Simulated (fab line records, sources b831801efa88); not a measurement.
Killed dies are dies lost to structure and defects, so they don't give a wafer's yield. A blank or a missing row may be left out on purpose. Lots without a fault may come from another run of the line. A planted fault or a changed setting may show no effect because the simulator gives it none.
Split-lot experiment | flow sfq_line | 5 lots, 23 wafers read, on a route of 325 steps

THE SPLIT
At SFQ_TRILAYER_M5_BARC_OPEN_METAL_ETCH_161 (etches BARC in O2, target depth 125 nm, time 41.7 s), the setting icp_w was moved away from the recipe's 600 W on 11 of the 23 wafers read, by -5.3% to +7.6%. The other wafers ran this setting at the recipe's value.

The reading is taken at the split's own step.

THE READING
KrF_of_TRILAYER_M5_LITHO_COAT_123.thk_nm (the simulator's own value, which no gauge read), in nm, at SFQ_TRILAYER_M5_BARC_OPEN_METAL_ETCH_161 (etches BARC in O2, target depth 125 nm, time 41.7 s). The file gives no usual value for it. The 12 wafers here that ran the recipe average 522.1 nm, standard deviation 1 nm.

wafer  | tool, chamber at the split | icp_w as run, W | against the recipe | KrF_of_TRILAYER_M5_LITHO_COAT_123.thk_nm, nm | against lot-mates on the recipe
L079.1 | rie_metal-04, 1            | 600             | recipe             | 523.6                                        | -
L079.2 | rie_metal-04, 0            | 600             | recipe             | 522                                          | -
L079.5 | rie_metal-04, 0            | 600             | recipe             | 522                                          | -
L080.1 | rie_metal-03, 0            | 640.9           | +6.8%              | 516.9                                        | -3.9
L080.2 | rie_metal-03, 1            | 640.9           | +6.8%              | 518.4                                        | -2.4
L080.3 | rie_metal-03, 1            | 600             | recipe             | 520.6                                        | -
L080.5 | rie_metal-03, 0            | 640.9           | +6.8%              | 516.5                                        | -4.3
L080.6 | rie_metal-03, 1            | 600             | recipe             | 521                                          | -
L081.1 | rie_metal-03, 0            | 573.1           | -4.5%              | 527.4                                        | +3.9
L081.2 | rie_metal-03, 1            | 573.1           | -4.5%              | 527.3                                        | +3.8
L081.3 | rie_metal-03, 1            | 573.1           | -4.5%              | 526.4                                        | +2.9
L081.4 | rie_metal-03, 0            | 600             | recipe             | 523.5                                        | -
L081.5 | rie_metal-03, 1            | 600             | recipe             | 523.4                                        | -
L083.2 | rie_metal-02, 1            | 600             | recipe             | 523.2                                        | -
L083.3 | rie_metal-02, 1            | 645.4           | +7.6%              | 518                                          | -4.1
L083.4 | rie_metal-02, 0            | 600             | recipe             | 522.1                                        | -
L083.5 | rie_metal-02, 1            | 645.4           | +7.6%              | 520.7                                        | -1.4
L083.6 | rie_metal-02, 0            | 600             | recipe             | 521.1                                        | -
L084.1 | rie_metal-03, 1            | 600             | recipe             | 521                                          | -
L084.2 | rie_metal-03, 0            | 568.1           | -5.3%              | 525.5                                        | +4.1
L084.3 | rie_metal-03, 1            | 568.1           | -5.3%              | 524.3                                        | +2.9
L084.4 | rie_metal-03, 0            | 568.1           | -5.3%              | 526.4                                        | +5.0
L084.6 | rie_metal-03, 1            | 600             | recipe             | 521.8                                        | -

THE FIT
A straight line over all 23 wafers: KrF_of_TRILAYER_M5_LITHO_COAT_123.thk_nm changes by -0.656 nm for each +1% of icp_w; r = -0.90; the points scatter about the line by 1.4 nm.
The same after taking each lot's own level away (the mean of its wafers on the recipe; 23 wafers): -0.574 nm for each +1%; r = -0.93; scatter 0.96 nm.
On that fit, the largest move of icp_w shifts the reading by 4.3 nm.
The lots' own levels span 520.80 to 523.45 nm, that is 2.6 times the standard deviation above.
So the lot-to-lot level changes the slope: the two fits differ.
Check: with one of the wafers moved furthest among these (+7.6%) left out of the fit, the line predicts -3.85 nm for it against its lot-mates. It came out at -4.13 nm against them.

OTHER SPLITS ON THESE WAFERS
These wafers also went through other splits before the reading. Each is held against what the fit with the lots' levels taken away leaves over:
other split on the same wafers                  | wafers away from the commonest value | r with KrF_of_TRILAYER_M5_LITHO_COAT_123.thk_nm (lot level and that fit taken away)
SFQ_TRILAYER_M2_LITHO_PEB_060 peb_temp_c        | 9                                    | -0.19
SFQ_TRILAYER_I2_VIA_LITHO_EXPOSE_068 dose_mj    | 8                                    | +0.24
SFQ_TRILAYER_M3_LITHO_COAT_080 resist_thk_nm    | 6                                    | -0.11
SFQ_TRILAYER_M3_LITHO_PEB_078 peb_time_s        | 8                                    | +0.00
SFQ_TRILAYER_M4_LITHO_COAT_098 resist_thk_nm    | 4                                    | -0.22
SFQ_TRILAYER_M4_BARC_OPEN_METAL_ETCH_123 icp_w  | 8                                    | +0.03
SFQ_TRILAYER_M4_ETCH_METAL_ETCH_096 time_s      | 8                                    | +0.15
SFQ_TRILAYER_JJ_CE_LITHO_COAT_114 resist_thk_nm | 2                                    | -0.18
SFQ_TRILAYER_JJ_CE_LITHO_PEB_117 peb_time_s     | 9                                    | -0.13
SFQ_TRILAYER_JJ_CE_ETCH_RIE_118 icp_w           | 10                                   | +0.16

THE FILE'S OWN FIT
KrF_of_TRILAYER_M5_LITHO_COAT_123.thk_nm changes by -0.546 nm for each +1% of icp_w, r = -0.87.
